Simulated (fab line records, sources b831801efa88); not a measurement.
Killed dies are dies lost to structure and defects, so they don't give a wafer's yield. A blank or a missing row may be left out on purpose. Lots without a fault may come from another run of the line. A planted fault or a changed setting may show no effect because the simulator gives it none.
fab line records | flow sky130
record lots=13 wafers=39 last_day=50
route steps=708 shown LDD_P@262 LDD_LDN@301 SD_N@349 PAD_OPEN@708
lots that met no fault: from a run of the same line without faults
start_h: hours from the record's first day to the start of the lot's first wafer shown | wait_h: hours since the lot's step before | " the same as in the row above | L1.1+2: a row that stands for several wafers | - no value, or no start given | * or withheld: withheld | < > ~ a bound
route shown NAME@n: a module of which the file shows steps, and the number in the route of the first | usual: mean/standard deviation of fault-free wafers | same: alike in all rows | chamber/n: place in a boat | sites: the reading at each site | _std_site: their standard deviation | _edge_site: outer sites' mean less inner sites' | radius_mm: how far each site lies from the wafer's centre | mask NAME#n: copy n | behind: the tool/chamber that last shaped the wafer | hold: why the lot was held/for how many hours/how that ended | device: the transistor (n, p or np) that didn't switch | end of line: the same wafers' tests at the end of the route | a step without rows: its recipe alone | killed: dies lost to structure and defects at the first sort, not the wafer's yield | map: a wafer's dies, x killed, . not, _ none there
set.NAME: the setting as run; set.NAME@STEP: as run at that earlier step | model.NAME: the simulator's own value behind a step, which no gauge read
steps of the route over a sample of lots; a table a step, a row a wafer
services: from which hour (start_h, from the record's first day; less than 0 if before it) a tool's chamber was out of use, for how many hours, and why
## steps
# step SKY_LDD_P_CD_MEAS_07
# recipe target_cd_nm=380
# usual cd_nm=380.5/2.6
# columns lot.wafer tool chamber start_h wait_h cd_nm
L836.1 cd_sem-02 - 470.66 0.1 381.0
L836.2 " - " " 380.5
L836.3 " - " " 380.9
L835.1 cd_sem-02 - 471.08 0.1 386.0
L835.3 " - " " 383.3
L835.5 " - " " 383.5
L842.1 cd_sem-01 - 492.35 0.2 382.8
L842.2 " - " " 380.7
L842.6 " - " " 380.9
L845.1 cd_sem-01 - 549.32 0.1 379.6
L845.2 " - " " 381.5
L845.6 " - " " 380.8
L848.3 cd_sem-01 - 555.41 0.1 378.5
L848.4 " - " " 379.0
L848.6 " - " " 378.7
L847.1 cd_sem-02 - 556.46 0.1 379.0
L847.4 " - " " 380.0
L847.5 " - " " 379.4
L850.1 cd_sem-02 - 571.26 0.1 378.9
L850.2 " - " " 378.3
L850.5 " - " " 377.9
L851.1 cd_sem-02 - 572.81 0.1 379.8
L851.2 " - " " 379.8
L851.5 " - " " 379.3
L852.2 cd_sem-02 - 583.64 0.1 383.3
L852.5 " - " " 382.1
L852.6 " - " " 381.5
L854.1 cd_sem-02 - 590.31 0.1 378.3
L854.3 " - " " 377.0
L854.6 " - " " 379.4
L856.3 cd_sem-02 - 620.05 0.1 379.3
L856.5 " - " " 378.6
L856.6 " - " " 379.1
L855.2 cd_sem-01 - 620.24 0.1 379.5
L855.4 " - " " 378.7
L855.5 " - " " 377.8
L857.3 cd_sem-02 - 621.71 0.1 380.9
L857.5 " - " " 381.8
L857.6 " - " " 380.0
# step SKY_LDD_LDN_STRIP_12
# recipe chemistry=O2/N2 power_w=1400 pressure_mtorr=1500 platen_temp_c=withheld o2_flow_sccm=3000 n2_flow_sccm=300 overash_fraction=0.5
# usual drypump_motor_current_A=5.77/0.26 n2_flow_sccm=300.2/0.86 oes_product_au=0.717/0.0047 strip_time_to_endpoint_s=14.16/0.041
# columns lot.wafer tool chamber start_h wait_h drypump_motor_current_A n2_flow_sccm oes_product_au rf_hours_counter_h strip_time_to_endpoint_s
L836.1 plasma_asher-02 0 562.05 0.1 5.32 300.6 0.719 75 14.24
L836.2 " 1 " " 6.16 299.5 0.725 75 14.21
L836.3 " 0 " " 5.31 302.2 0.714 - 14.20
L835.1 plasma_asher-01 0 562.51 0.1 5.83 301.8 0.714 13 14.14
L835.3 " 1 " " 5.70 300.2 0.711 - 14.16
L835.5 " 0 " " 5.84 300.1 0.713 - 14.15
L842.1 plasma_asher-01 1 583.00 0.1 5.67 298.8 0.928 15 -
L842.2 " 0 " " 5.84 299.8 0.941 15 -
L842.6 " 0 " " 5.83 300.5 0.917 - -
L845.1 plasma_asher-01 1 637.77 0.1 5.73 301.3 0.718 21 14.14
L845.2 " 0 " " 5.82 301.3 0.711 21 14.18
L845.6 " 1 " " 5.69 301.1 0.719 - 14.12
L848.3 plasma_asher-01 0 643.28 0.1 5.84 300.0 0.717 - 14.07
L848.4 " 1 " " 5.66 298.5 0.715 - 14.09
L848.6 " 0 " " 5.80 299.2 0.712 - 14.11
L847.1 plasma_asher-01 1 644.16 0.1 5.69 301.6 0.720 21 14.19
L847.4 " 1 " " 5.71 300.3 0.715 - 14.19
L847.5 " 0 " " 5.84 299.9 0.716 - 14.18
L850.1 plasma_asher-01 1 658.35 0.1 5.68 299.2 0.712 23 14.19
L850.2 " 0 " " 5.86 300.0 0.726 23 14.22
L850.5 " 0 " " 5.84 299.9 0.723 - 14.17
L851.1 plasma_asher-02 0 659.56 0.1 5.33 300.2 0.719 85 14.12
L851.2 " 1 " " 6.15 300.6 0.707 85 14.09
L851.5 " 0 " " 5.32 299.1 0.710 - 14.11
L852.2 plasma_asher-01 1 670.60 0.1 5.66 299.6 0.721 24 14.17
L852.5 " 0 " " 5.83 300.5 0.718 - 14.12
L852.6 " 1 " " 5.71 299.7 0.713 - 14.16
L854.1 plasma_asher-04 0 676.61 0.1 5.59 300.9 0.725 100 14.20
L854.3 " 0 " " 5.60 300.4 0.714 - 14.17
L854.6 " 0 " " 5.58 300.2 0.708 - 14.18
L855.2 plasma_asher-02 0 705.09 0.1 5.32 301.1 0.715 89 14.22
L855.4 " 1 " " 6.15 300.8 0.715 - 14.17
L855.5 " 1 " " 6.17 299.9 0.718 - 14.18
L856.3 plasma_asher-01 0 705.09 0.1 5.85 300.9 0.713 - 14.19
L856.5 " 1 " " 5.71 302.7 0.711 - 14.24
L856.6 " 0 " " 5.86 301.6 0.718 - 14.20
L857.3 plasma_asher-01 0 706.64 0.1 5.85 299.6 0.725 - 14.09
L857.5 " 1 " " 5.66 298.6 0.719 - 14.11
L857.6 " 0 " " 5.84 300.2 0.714 - 14.10
# step SKY_SD_N_CD_MEAS_07
# recipe target_cd_nm=380
# usual cd_nm=380.0/2.8
# columns lot.wafer tool chamber start_h wait_h cd_nm
L836.1 cd_sem-01 - 680.33 0.1 379.7
L836.2 " - " " 380.2
L836.3 " - " " 380.3
L835.1 cd_sem-01 - 680.86 0.1 380.3
L835.3 " - " " 382.4
L835.5 " - " " 381.9
L845.1 cd_sem-02 - 749.67 0.1 378.4
L845.2 " - " " 381.8
L845.6 " - " " 379.2
L848.3 cd_sem-02 - 755.42 0.1 379.4
L848.4 " - " " 383.4
L848.6 " - " " 382.2
L847.1 cd_sem-02 - 757.72 0.1 380.9
L847.4 " - " " 380.6
L847.5 " - " " 380.9
L850.1 cd_sem-02 - 769.87 0.1 382.5
L850.2 " - " " 380.2
L850.5 " - " " 382.4
L851.1 cd_sem-01 - 769.91 0.1 383.6
L851.2 " - " " 383.7
L851.5 " - " " 382.2
L852.2 cd_sem-02 - 782.20 0.1 374.4
L852.5 " - " " 376.1
L852.6 " - " " 376.6
L854.1 cd_sem-01 - 788.47 0.1 379.1
L854.3 " - " " 377.9
L854.6 " - " " 378.3
L856.3 cd_sem-01 - 816.07 0.1 382.7
L856.5 " - " " 385.4
L856.6 " - " " 385.6
L857.3 cd_sem-02 - 817.87 0.1 373.9
L857.5 " - " " 373.3
L857.6 " - " " 373.3
L855.2 cd_sem-01 - 817.88 0.1 384.0
L855.4 " - " " 382.1
L855.5 " - " " 381.2
# step SKY_SD_N_STRIP_11
# recipe chemistry=O2/N2 power_w=1400 pressure_mtorr=1500 platen_temp_c=withheld o2_flow_sccm=3000 n2_flow_sccm=300 overash_fraction=0.5
# usual drypump_motor_current_A=5.77/0.27 n2_flow_sccm=300.2/0.74 oes_product_au=0.527/0.0045 strip_time_to_endpoint_s=22.55/0.046
# columns lot.wafer tool chamber start_h wait_h drypump_motor_current_A n2_flow_sccm oes_product_au rf_hours_counter_h strip_time_to_endpoint_s
L836.1 plasma_asher-04 0 680.79 0.1 5.57 300.3 0.523 100 22.50
L836.2 " 1 " " 6.00 301.1 0.523 100 22.56
L836.3 " 0 " " 5.58 300.6 0.527 - 22.53
L835.1 plasma_asher-02 0 681.32 0.1 5.31 300.2 0.538 87 22.61
L835.3 " 1 " " 6.15 300.3 0.530 - 22.53
L835.5 " 1 " " 6.17 299.0 0.528 - 22.57
L845.1 plasma_asher-01 0 750.13 0.1 5.84 301.1 0.522 32 22.52
L845.2 " 1 " " 5.70 301.2 0.535 32 22.55
L845.6 " 1 " " 5.70 300.6 0.519 - 22.59
L848.3 plasma_asher-01 0 755.87 0.1 5.85 300.7 0.525 - 22.50
L848.4 " 1 " " 5.70 299.1 0.526 - 22.49
L848.6 " 1 " " 5.70 299.8 0.527 - 22.49
L847.1 plasma_asher-01 0 758.18 0.1 5.87 300.8 0.535 32 22.48
L847.4 " 0 " " 5.86 300.6 0.522 - 22.45
L847.5 " 1 " " 5.68 300.6 0.524 - 22.45
L850.1 plasma_asher-02 1 770.33 0.1 6.21 298.4 0.532 96 22.53
L850.2 " 0 " " 5.32 299.5 0.528 96 22.57
L850.5 " 0 " " 5.32 299.5 0.532 - 22.58
L851.1 plasma_asher-04 1 770.37 0.1 6.01 300.2 0.535 2 22.58
L851.2 " 0 " " 5.59 301.8 0.520 2 22.58
L851.5 " 0 " " 5.57 300.7 0.528 - 22.57
L852.2 plasma_asher-04 0 782.64 0.1 5.59 301.0 0.534 3 22.61
L852.5 " 0 " " 5.58 300.1 0.517 - 22.60
L852.6 " 1 " " 6.01 299.7 0.535 - 22.58
L854.1 plasma_asher-01 0 788.93 0.1 5.86 301.4 0.533 35 22.52
L854.3 " 0 " " 5.83 302.1 0.527 - 22.50
L854.6 " 1 " " 5.71 300.2 0.523 - 22.46
L856.3 plasma_asher-01 0 816.52 0.1 5.82 300.2 0.527 - 22.64
L856.5 " 0 " " 5.84 301.7 0.529 - 22.59
L856.6 " 1 " " 5.71 300.4 0.523 - 22.59
L857.3 plasma_asher-02 1 818.32 0.1 6.20 298.4 0.530 - 22.60
L857.5 " 0 " " 5.31 300.6 0.531 - 22.61
L857.6 " 1 " " 6.14 299.0 0.524 - 22.59
L855.2 plasma_asher-04 0 818.47 0.1 5.59 300.9 0.526 7 22.57
L855.4 " 0 " " 5.59 300.5 0.531 - 22.56
L855.5 " 1 " " 6.01 300.7 0.523 - 22.55
# step SKY_PAD_OPEN_PROBE_99
# usual killed_at_M0_to_M3=42/6.6 killed_at_M4_up=3.0/1.7 killed_at_contacts=24/5.3 killed_at_front_end=15/4.5 killed_at_other=0.2/0.49 killed_dies=83/9 killed_on_rim=16/4 killed_open=45/6.9 killed_short=38/5.8
# same gross_dies=492 killed_at_back_side=0
# columns lot.wafer tool chamber start_h wait_h hold killed_at_M0_to_M3 killed_at_M4_up killed_at_contacts killed_at_front_end killed_at_other killed_dies killed_on_rim killed_open killed_short
L836.1 prober-01 - 1113.26 0.1 - 36 7 21 11 0 75 15 28 47
L836.2 prober-01 - 1113.31 0.1 - 47 3 25 21 0 96 27 47 49
L836.3 prober-01 - 1113.36 0.2 - 42 6 23 13 0 84 15 39 45
L835.1 prober-02 - 1114.76 0.1 - 39 3 20 17 0 79 12 38 41
L835.3 prober-02 - 1114.86 0.2 - 40 4 23 18 0 85 17 47 38
L835.5 prober-02 - 1114.96 0.2 - 28 1 21 12 0 62 21 31 31
L842.1 prober-01 - 1117.76 0.1 await_dispo/2.6h/scrap 41 4 33 414 0 492 96 52 39
L842.2 prober-01 - 1117.81 0.1 await_dispo/2.6h/scrap 32 1 28 431 0 492 96 35 42
L842.6 prober-01 - 1118.01 0.2 await_dispo/2.6h/scrap 39 1 27 425 0 492 96 50 30
L845.1 prober-01 - 1152.90 0.1 - 37 0 25 17 0 79 18 37 41
L845.2 prober-01 - 1152.95 0.1 - 42 0 29 19 0 90 20 57 33
L845.6 prober-01 - 1153.15 0.2 - 39 2 22 13 0 76 12 37 39
L848.3 prober-02 - 1156.60 0.2 - 49 5 17 16 1 88 18 40 48
L848.4 prober-02 - 1156.65 0.2 - 44 2 19 16 2 83 14 49 33
L848.6 prober-02 - 1156.75 0.2 - 48 2 20 16 0 86 14 44 42
L847.1 prober-01 - 1156.88 0.1 - 47 5 28 22 0 102 15 52 49
L847.4 prober-01 - 1157.03 0.2 - 35 5 24 9 0 73 15 36 37
L847.5 prober-01 - 1157.08 0.2 - 43 4 28 21 0 96 21 57 39
L850.1 prober-02 - 1168.09 0.1 - 54 5 20 10 0 89 11 47 40
L850.2 prober-02 - 1168.14 0.1 - 43 4 26 16 1 90 13 47 41
L850.5 prober-02 - 1168.29 0.2 - 57 5 18 14 0 94 21 46 48
L851.1 prober-01 - 1168.44 0.1 - 47 2 31 12 0 92 15 48 44
L851.2 prober-01 - 1168.49 0.1 - 41 3 32 9 2 87 14 41 44
L851.5 prober-01 - 1168.64 0.2 - 49 2 38 15 0 104 20 51 53
L852.2 prober-02 - 1172.70 0.1 - 33 1 20 22 0 76 19 41 35
L852.5 prober-02 - 1172.85 0.2 - 33 6 26 8 0 73 8 45 28
L852.6 prober-02 - 1172.90 0.2 - 41 4 33 13 0 91 19 56 35
L854.1 prober-02 - 1186.00 0.1 - 38 4 29 18 0 89 19 49 39
L854.3 prober-02 - 1186.10 0.2 - 41 7 24 16 0 88 24 48 39
L854.6 prober-02 - 1186.25 0.2 - 60 5 26 11 0 102 25 56 46
L857.3 prober-02 - 1193.20 0.2 - 38 3 22 16 0 79 15 40 39
L857.5 prober-02 - 1193.30 0.2 - 39 2 25 9 0 75 14 47 28
L857.6 prober-02 - 1193.35 0.2 - 42 2 21 15 0 80 16 43 37
L856.3 prober-01 - 1194.23 0.2 - 51 2 17 8 0 78 19 42 36
L856.5 prober-01 - 1194.33 0.2 - 38 5 26 12 0 81 17 38 43
L856.6 prober-01 - 1194.38 0.2 - 46 3 22 5 0 76 6 42 34
L855.2 prober-01 - 1196.92 0.1 - 37 3 26 23 0 89 11 41 47
L855.4 prober-01 - 1197.02 0.2 - 39 1 16 14 0 70 11 37 33
L855.5 prober-01 - 1197.07 0.2 - 36 2 30 15 0 83 14 50 33
# killed by level:class
L836.1 VIA1:geometric_particle:short=9 METAL4:geometric_particle:short=7 LOCAL_INTERCONNECT:geometric_particle:short=6 VIA2:geometric_particle:open=6 POLY_GATE:geometric_particle:short=5 CONTACT:geometric_particle:open=5 LI_CONTACT:geometric_particle:open=4 METAL1:geometric_particle:short=4
L836.2 CONTACT:geometric_particle:open=10 VIA1:geometric_particle:open=10 FIELD_ISO:geometric_particle:short=8 CONTACT:geometric_particle:short=8 METAL1:geometric_particle:short=8 FIELD_ISO:geometric_particle:open=6 METAL2:geometric_particle:short=6 LOCAL_INTERCONNECT:geometric_particle:short=5
L836.3 VIA1:geometric_particle:open=10 CONTACT:geometric_particle:open=9 METAL1:geometric_particle:short=7 LOCAL_INTERCONNECT:geometric_particle:short=7 VIA2:geometric_particle:open=6 VIA2:geometric_particle:short=5 METAL4:geometric_particle:short=5 LI_CONTACT:geometric_particle:open=4
L835.1 METAL2:geometric_particle:short=9 CONTACT:geometric_particle:open=8 METAL1:geometric_particle:short=7 VIA2:geometric_particle:open=7 FIELD_ISO:geometric_particle:short=5 FIELD_ISO:geometric_particle:open=5 VIA3:geometric_particle:open=5 POLY_GATE:geometric_particle:short=4
L835.3 LI_CONTACT:geometric_particle:open=10 VIA1:geometric_particle:open=10 FIELD_ISO:geometric_particle:short=8 CONTACT:geometric_particle:open=6 VIA2:geometric_particle:open=6 METAL1:geometric_particle:short=5 POLY_GATE:geometric_particle:open=5 CONTACT:geometric_particle:short=4
L835.5 CONTACT:geometric_particle:open=8 VIA2:geometric_particle:open=7 CONTACT:geometric_particle:short=6 METAL3:geometric_particle:short=6 FIELD_ISO:geometric_particle:short=3 POLY_GATE:geometric_particle:short=3 POLY_GATE:geometric_particle:open=3 LI_CONTACT:geometric_particle:open=3
L842.1 SPACER:area_cvd=401 CONTACT:geometric_particle:open=12 VIA1:geometric_particle:open=10 CONTACT:geometric_particle:short=9 LI_CONTACT:geometric_particle:open=7 METAL1:geometric_particle:short=7 METAL2:geometric_particle:short=6 VIA2:geometric_particle:open=5
L842.2 SPACER:area_cvd=415 CONTACT:geometric_particle:open=10 VIA1:geometric_particle:open=9 FIELD_ISO:geometric_particle:short=7 CONTACT:geometric_particle:short=7 LI_CONTACT:geometric_particle:open=5 METAL1:geometric_particle:short=5 METAL2:geometric_particle:short=5
L842.6 SPACER:area_cvd=412 CONTACT:geometric_particle:open=16 VIA1:geometric_particle:open=9 METAL2:geometric_particle:short=7 VIA3:geometric_particle:open=5 POLY_GATE:geometric_particle:open=4 LI_CONTACT:geometric_particle:open=4 VIA1:geometric_particle:short=4
L845.1 VIA1:geometric_particle:open=11 CONTACT:geometric_particle:open=8 CONTACT:geometric_particle:short=6 VIA1:geometric_particle:short=6 LI_CONTACT:geometric_particle:short=5 VIA3:geometric_particle:open=5 POLY_GATE:geometric_particle:short=4 METAL1:geometric_particle:short=4
L845.2 CONTACT:geometric_particle:open=15 VIA1:geometric_particle:open=13 VIA3:geometric_particle:open=7 CONTACT:geometric_particle:short=6 SPACER:geometric_particle:short=5 FIELD_ISO:geometric_particle:open=4 SPACER:geometric_particle:open=4 LI_CONTACT:geometric_particle:open=4
L845.6 VIA1:geometric_particle:open=8 METAL2:geometric_particle:short=6 CONTACT:geometric_particle:short=6 LI_CONTACT:geometric_particle:open=5 CONTACT:geometric_particle:open=5 VIA2:geometric_particle:short=5 METAL3:geometric_particle:short=5 VIA3:geometric_particle:open=5
L848.3 VIA1:geometric_particle:open=13 CONTACT:geometric_particle:open=7 VIA2:geometric_particle:short=6 FIELD_ISO:geometric_particle:short=5 VIA1:geometric_particle:short=5 METAL2:geometric_particle:short=5 VIA2:geometric_particle:open=5 POLY_GATE:geometric_particle:short=4
L848.4 VIA1:geometric_particle:open=15 VIA2:geometric_particle:open=9 CONTACT:geometric_particle:open=8 VIA1:geometric_particle:short=6 METAL2:geometric_particle:short=5 FIELD_ISO:geometric_particle:short=4 LOCAL_INTERCONNECT:geometric_particle:short=4 FIELD_ISO:geometric_particle:open=3
L848.6 VIA3:geometric_particle:open=8 VIA1:geometric_particle:open=7 CONTACT:geometric_particle:short=6 POLY_GATE:geometric_particle:open=6 METAL1:geometric_particle:short=6 LI_CONTACT:geometric_particle:open=5 CONTACT:geometric_particle:open=5 VIA1:geometric_particle:short=5
L847.1 VIA1:geometric_particle:open=13 CONTACT:geometric_particle:open=11 VIA1:geometric_particle:short=8 POLY_GATE:geometric_particle:open=7 VIA3:geometric_particle:open=7 POLY_GATE:geometric_particle:short=6 FIELD_ISO:geometric_particle:short=5 METAL1:geometric_particle:short=5
L847.4 CONTACT:geometric_particle:open=9 VIA1:geometric_particle:open=7 LI_CONTACT:geometric_particle:open=6 CONTACT:geometric_particle:short=5 VIA1:geometric_particle:short=5 VIA3:geometric_particle:open=5 METAL4:geometric_particle:short=5 METAL1:geometric_particle:short=4
L847.5 VIA1:geometric_particle:open=16 CONTACT:geometric_particle:open=13 METAL2:geometric_particle:short=8 LI_CONTACT:geometric_particle:open=8 FIELD_ISO:geometric_particle:short=7 POLY_GATE:geometric_particle:open=6 POLY_GATE:geometric_particle:short=5 VIA1:geometric_particle:short=4
L850.1 METAL2:geometric_particle:short=12 VIA1:geometric_particle:open=10 CONTACT:geometric_particle:open=8 VIA2:geometric_particle:open=6 LI_CONTACT:geometric_particle:open=5 METAL1:geometric_particle:short=5 VIA3:geometric_particle:open=5 POLY_GATE:geometric_particle:open=4
L850.2 VIA1:geometric_particle:open=12 LI_CONTACT:geometric_particle:open=9 CONTACT:geometric_particle:open=9 METAL2:geometric_particle:short=7 POLY_GATE:geometric_particle:short=5 VIA2:geometric_particle:open=5 LOCAL_INTERCONNECT:geometric_particle:short=4 METAL1:geometric_particle:short=4
L850.5 VIA1:geometric_particle:open=12 VIA1:geometric_particle:short=9 VIA3:geometric_particle:open=8 METAL1:geometric_particle:short=6 VIA2:geometric_particle:open=6 FIELD_ISO:geometric_particle:short=5 CONTACT:geometric_particle:open=5 METAL3:geometric_particle:short=5
L851.1 VIA1:geometric_particle:open=13 CONTACT:geometric_particle:short=9 CONTACT:geometric_particle:open=8 METAL2:geometric_particle:short=8 VIA3:geometric_particle:open=8 VIA2:geometric_particle:open=6 LI_CONTACT:geometric_particle:open=5 METAL1:geometric_particle:short=5
L851.2 VIA1:geometric_particle:open=11 CONTACT:geometric_particle:open=9 VIA1:geometric_particle:short=9 LI_CONTACT:geometric_particle:short=7 METAL2:geometric_particle:short=7 CONTACT:geometric_particle:short=7 LI_CONTACT:geometric_particle:open=6 FIELD_ISO:geometric_particle:short=3
L851.5 CONTACT:geometric_particle:open=18 METAL2:geometric_particle:short=8 METAL1:geometric_particle:short=7 VIA1:geometric_particle:short=7 LOCAL_INTERCONNECT:geometric_particle:short=6 CONTACT:geometric_particle:short=6 FIELD_ISO:geometric_particle:short=5 POLY_GATE:geometric_particle:open=5
L852.2 LI_CONTACT:geometric_particle:open=10 VIA1:geometric_particle:open=8 FIELD_ISO:geometric_particle:open=6 FIELD_ISO:geometric_particle:short=5 POLY_GATE:geometric_particle:short=5 VIA1:geometric_particle:short=5 VIA3:geometric_particle:open=5 METAL1:geometric_particle:short=4
L852.5 LI_CONTACT:geometric_particle:open=8 CONTACT:geometric_particle:short=7 CONTACT:geometric_particle:open=7 VIA1:geometric_particle:open=7 METAL1:geometric_particle:open=5 VIA2:geometric_particle:open=4 VIA4:geometric_particle:open=3 METAL1:geometric_particle:short=3
L852.6 CONTACT:geometric_particle:open=15 LI_CONTACT:geometric_particle:open=9 VIA1:geometric_particle:open=8 FIELD_ISO:geometric_particle:open=7 VIA2:geometric_particle:open=7 VIA3:geometric_particle:open=7 METAL2:geometric_particle:short=5 CONTACT:geometric_particle:short=4
L854.1 CONTACT:geometric_particle:open=10 METAL2:geometric_particle:short=9 LI_CONTACT:geometric_particle:open=8 VIA1:geometric_particle:open=7 FIELD_ISO:geometric_particle:open=6 CONTACT:geometric_particle:short=6 FIELD_ISO:geometric_particle:short=4 SPACER:geometric_particle:open=4
L854.3 CONTACT:geometric_particle:open=9 VIA1:geometric_particle:open=9 LI_CONTACT:geometric_particle:open=7 METAL1:geometric_particle:short=6 VIA3:geometric_particle:open=6 METAL4:geometric_particle:short=6 VIA2:geometric_particle:open=5 FIELD_ISO:geometric_particle:short=3
L854.6 VIA3:geometric_particle:open=14 CONTACT:geometric_particle:open=10 VIA2:geometric_particle:open=10 VIA1:geometric_particle:short=6 VIA1:geometric_particle:open=6 LI_CONTACT:geometric_particle:open=5 LOCAL_INTERCONNECT:geometric_particle:short=5 METAL1:geometric_particle:short=5
L857.3 LI_CONTACT:geometric_particle:open=8 VIA1:geometric_particle:open=7 VIA3:geometric_particle:open=6 CONTACT:geometric_particle:open=6 FIELD_ISO:geometric_particle:short=5 METAL2:geometric_particle:short=5 POLY_GATE:geometric_particle:short=4 LI_CONTACT:geometric_particle:short=4
L857.5 CONTACT:geometric_particle:open=11 VIA2:geometric_particle:open=9 VIA1:geometric_particle:open=8 LI_CONTACT:geometric_particle:open=8 VIA3:geometric_particle:open=6 VIA2:geometric_particle:short=4 METAL2:geometric_particle:short=4 FIELD_ISO:geometric_particle:short=3
L857.6 VIA1:geometric_particle:open=11 LI_CONTACT:geometric_particle:open=9 METAL2:geometric_particle:short=8 VIA3:geometric_particle:open=7 LOCAL_INTERCONNECT:geometric_particle:short=6 FIELD_ISO:geometric_particle:short=5 POLY_GATE:geometric_particle:open=5 CONTACT:geometric_particle:open=4
L856.3 VIA1:geometric_particle:open=12 VIA3:geometric_particle:open=10 CONTACT:geometric_particle:open=6 VIA1:geometric_particle:short=6 VIA2:geometric_particle:open=5 METAL1:geometric_particle:short=5 METAL2:geometric_particle:short=5 VIA3:geometric_particle:short=5
L856.5 VIA1:geometric_particle:open=7 CONTACT:geometric_particle:open=6 METAL1:geometric_particle:short=6 LI_CONTACT:geometric_particle:short=5 VIA3:geometric_particle:open=5 LOCAL_INTERCONNECT:geometric_particle:short=5 CONTACT:geometric_particle:short=5 SPACER:geometric_particle:open=4
L856.6 VIA1:geometric_particle:open=13 CONTACT:geometric_particle:open=10 VIA3:geometric_particle:open=8 METAL2:geometric_particle:short=7 LOCAL_INTERCONNECT:geometric_particle:short=5 METAL1:geometric_particle:short=5 CONTACT:geometric_particle:short=4 VIA1:geometric_particle:short=4
L855.2 FIELD_ISO:geometric_particle:short=11 LI_CONTACT:geometric_particle:open=8 VIA1:geometric_particle:open=7 LOCAL_INTERCONNECT:geometric_particle:short=6 VIA2:geometric_particle:short=6 CONTACT:geometric_particle:short=5 VIA3:geometric_particle:open=4 CONTACT:geometric_particle:open=4
L855.4 VIA1:geometric_particle:open=8 VIA2:geometric_particle:open=7 FIELD_ISO:geometric_particle:open=5 CONTACT:geometric_particle:open=5 CONTACT:geometric_particle:short=5 METAL1:geometric_particle:short=5 VIA1:geometric_particle:short=5 METAL3:geometric_particle:short=4
L855.5 VIA2:geometric_particle:open=11 LI_CONTACT:geometric_particle:open=10 CONTACT:geometric_particle:open=8 FIELD_ISO:geometric_particle:open=6 LOCAL_INTERCONNECT:geometric_particle:short=6 CONTACT:geometric_particle:short=4 METAL1:geometric_particle:short=4 VIA1:geometric_particle:open=4
## services
# columns tool chamber start_h hours kind
plasma_asher-04 - 623.34 1.2 repair
plasma_asher-02 - 656.07 0.8 repair
plasma_asher-01 - 696.02 2.8 pm
plasma_asher-04 - 733.75 9.0 pm
plasma_asher-04 0 733.75 9.0 vent_cycle
plasma_asher-04 1 733.75 9.0 vent_cycle
plasma_asher-04 0 742.75 - clean
plasma_asher-04 1 742.75 - clean
## key
first_sign step=SKY_LDD_LDN_STRIP_12 reading=oes_product_au direction=up sigmas=45 usual=0.717 struck=0.929
effect step=SKY_PAD_OPEN_PROBE_99 reading=killed_at_front_end direction=up sigmas=90 usual=15 struck=423
more_kills_born_at SKY_SPACER_CVD_00@lpcvd-02=1228
met_at SKY_LDD_LDN_STRIP_12
struck_lots L842
later_rows_left_out L842.1,L842.2,L842.6
tester_left_out L842
not_acting_at SKY_LDD_P_CD_MEAS_07,SKY_SD_N_CD_MEAS_07,SKY_SD_N_STRIP_11
onset_between 562.51 583.00
fault kind=strip_aborted tool=plasma_asher-01 chamber=- onset_h=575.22 steps=SKY_LDD_LDN_STRIP_12 offset=0.70199 end_h=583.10
# tester_left_out: of these lots the tester's yield and bins aren't shown, on N5 and GAA mostly nor the transistor test; their killed dies are dies lost to structure and defects alone, not to doping, threshold or leakage, so they don't give the yield
# later_rows_left_out: the simulator's readings of these wafers behind a module that went badly wrong aren't trusted and aren't shown, but for the sort
